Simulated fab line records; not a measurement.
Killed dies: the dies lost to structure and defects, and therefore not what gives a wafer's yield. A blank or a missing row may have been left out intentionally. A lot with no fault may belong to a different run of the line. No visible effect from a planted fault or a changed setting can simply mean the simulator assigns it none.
8D (eight disciplines) problem report, filled in by code	flow gf180mcu	the parts of the form that need people (team, actions taken, sign-off) are left out

1. THE ISSUE
GF_STI_WET_ETCH_26, temp-c: mean 31.41 C on 3 wafers (1 lot); fault-free wafers 24.99 C, standard deviation 0.11. Relative to the usual mean, that is a shift of +58 standard deviations.
The step: etches SiO2 in dHF, target depth 94 nm, time 188 s.
First seen on wafer L848.2, day 4 18:46, on wet-bench-02. The record has a number at this step for 15 wafers belonging to 5 lots. The rule behind "out" and "out of limits": a value lying over 4 standard deviations away from the usual mean. Any other wafer with a number is counted as sound.

2. WHAT IT IS, WHAT IT ISN'T
question	is	is not
which readings at this step	temp-c, bath-heat-duty-pct	-
which lots	L848	L836, L837, L849, L850
which wafers of those lots	all that have a number	-
read on which tools	wet-bench-02	wet-bench-03
when	from day 4 18:46	up to then (6 sound wafers); but 6 sound wafers of L849, L850 came after

3. THE SUSPECTS, EACH WITH WHAT RULES IT OUT
Counting: a tool at any process step up to the reading remains a suspect when it ran all the lots that are out and ran no sound lot after the first of those.
- rie-si-02 at GF_STI_ETCH_14 (etches Si in HBr/Cl2/O2, target depth 360 nm, time 102.9 s): ruled out as a lasting fault. The sound lots L849 went through it after L848, its earliest lot that is out (day 4 15:16).
- plasma-asher-04 at GF_STI_STRIP_15 (strips in O2/N2): kept. It ran the lot that is out, L848 (day 4 15:20), and no sound lot after that.
- cmp-02 at GF_STI_CMP_25 (polishes, stops on Si3N4, t overpolish 33 s, target thk 524.6 nm): ruled out as a lasting fault. The sound lots L850 went through it after L848, its earliest lot that is out (day 4 18:31).
- wet-bench-02 at GF_STI_WET_ETCH_26 (etches SiO2 in dHF, target depth 94 nm, time 188 s): ruled out as a lasting fault. The sound lots L850 went through it after L848, its earliest lot that is out (day 4 18:46).
After counting, what remains is plasma-asher-04 at GF_STI_STRIP_15.

4. THE CAUSE (what the simulator had put in)
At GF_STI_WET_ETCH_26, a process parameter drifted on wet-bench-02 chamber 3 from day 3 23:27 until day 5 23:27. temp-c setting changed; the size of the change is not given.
Counting ruled it out, wrongly.

5. SEQUENCE OF EFFECTS, ordered by route
Rows list readings where the struck wafers' mean (over those with a number) sits beyond 3 standard deviations from the usual. Only readings for which the record gives a usual standard deviation are gone through. hours: the time from each lot's start at the first step in this table that gives one to its start at this step, as a median over the lots. sigmas: the change in usual standard deviations.
hours	step	reading	usual	on struck wafers	change	sigmas
0	GF_STI_WET_ETCH_26	bath-heat-duty-pct	6.4 %	10.8	+4.4	+5.2
0	GF_STI_WET_ETCH_26	temp-c	24.99 C	31.41	+6.42	+58
The process steps in it:
- GF_STI_WET_ETCH_26: etches SiO2 in dHF, target depth 94 nm, time 188 s.
Later steps that measure or inspect, where all struck wafers having a row at the step show a number for every such reading and not one has moved that far: GF_STI_THK_MEAS_30, GF_DNWELL_TW_MEAS_09, GF_NWELL_OVL_MEAS_07, GF_NWELL_TW_MEAS_11.

6. WHAT WOULD HAVE CAUGHT IT SOONER
In this record the first reading out of limits was taken at day 4 18:46, 19 hours after the fault began at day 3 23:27.
